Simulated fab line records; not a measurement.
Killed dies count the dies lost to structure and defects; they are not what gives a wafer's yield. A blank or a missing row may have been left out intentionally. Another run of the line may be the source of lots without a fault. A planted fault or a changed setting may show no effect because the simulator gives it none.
Comparing a struck lot with a sound one || flow gf180mcu || 14 steps out of a route of 602
Sound: these wafers, L382.3, L382.4, L382.6. The struck wafers were L389.1, L389.3, L389.5. The cause is given at the end.
For every step that has rows: the tool of each side, followed by ch and its chambers, followed by its first start. Under that, the readings that differ: sound wafers || struck wafers || difference of the means || sigmas: that difference in standard deviations of wafers without a fault.
alike: same words and numbers on both sides, and readings whose means sit less than 2 such deviations apart. not compared: any withheld reading, any reading some wafer has no value for, any bound like >300 that may hide the same value, and any number with overlapping values for which the record gives no deviation.
A row with sigmas, a row that says differs or no value, or rows on one side alone: a step with any of these is where the two part. When numbers do not overlap yet have no deviation, they are printed without sigmas and do not part them. Lack of a reading on every wafer of one side parts them only where that side has two or more wafers.

GF_V5_CMP_26: polishes, stops on SiO2, t overpolish 15 s, target thk 0 nm.
  sound on cmp-01 ch 0,1,3, day 29 13:04; struck on cmp-02 ch 0,1,3, day 31 11:10
  alike: edge-zone-pressure-frac, motor-current-A, overpolish-run-s, time-to-endpoint-s
then, 1 step without rows for these wafers: GF_TOP_METAL_SPUTTER_00 (material Ti, target thk 37.5 nm, time 150 s).
GF_TOP_METAL_SPUTTER_01: material TiN, target thk 30 nm, time 25 s.
  struck on pvd-sputter-01, day 31 11:28; sound on pvd-sputter-04, day 29 13:28
  alike: throttle-valve-pct
GF_TOP_METAL_SPUTTER_02: material AlCu, target thk 900 nm, time 47.82 s.
  struck on pvd-sputter-01, day 31 11:30; sound on pvd-sputter-04, day 29 13:30
  alike: throttle-valve-pct
GF_TOP_METAL_SPUTTER_03: material Ti, target thk 5 nm, time 3.3 s.
  struck on pvd-sputter-01, day 31 11:32; sound on pvd-sputter-04, day 29 13:32
  alike: throttle-valve-pct
GF_TOP_METAL_SPUTTER_04: material TiN, target thk 25 nm, time 20.8 s.
  struck on pvd-sputter-01, day 31 11:34; sound on pvd-sputter-04, day 29 13:34
  alike: throttle-valve-pct
GF_TOP_METAL_RS_MEAS_05: measures by four-point-probe.
  struck on film-metro-02, day 31 11:35; sound on film-metro-02, day 29 13:38
  alike: TOP_METAL_ALCU_RS
GF_TOP_METAL_THK_MEAS_06: measures by xrf.
  struck on film-metro-02, day 31 11:43; sound on film-metro-02, day 29 13:44
  alike: TOP_METAL_ALCU_THK
then, 4 steps without rows for these wafers: GF_TOP_METAL_DEHYDRATE_07 (time 60 s); GF_TOP_METAL_HMDS_08 (prime time 60 s); GF_TOP_METAL_COAT_09 (resist thk 1500 nm); GF_TOP_METAL_SOFTBAKE_10 (time 60 s).
GF_TOP_METAL_EXPOSE_11: exposes mask MetalTop, target cd 440 nm.
  sound on iline-stepper-02 ch 0, day 29 23:10; struck on iline-stepper-02, day 31 20:46
  no value came back on the struck wafers for exposure-dose-mJ-cm2, focus-offset-nm (nm); on the sound wafers exposure-dose-mJ-cm2 reads 170.13 170.08 169.79
  alike: mask
then, 1 step without rows for these wafers: GF_TOP_METAL_PEB_12.

== WHERE THEY PART ==
GF_TOP_METAL_EXPOSE_11 only, going by this record.

WHY: whatever the simulator had introduced
Whole step skipped at GF_TOP_METAL_EXPOSE_11 on iline-stepper-02, starting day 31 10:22. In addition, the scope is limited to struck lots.
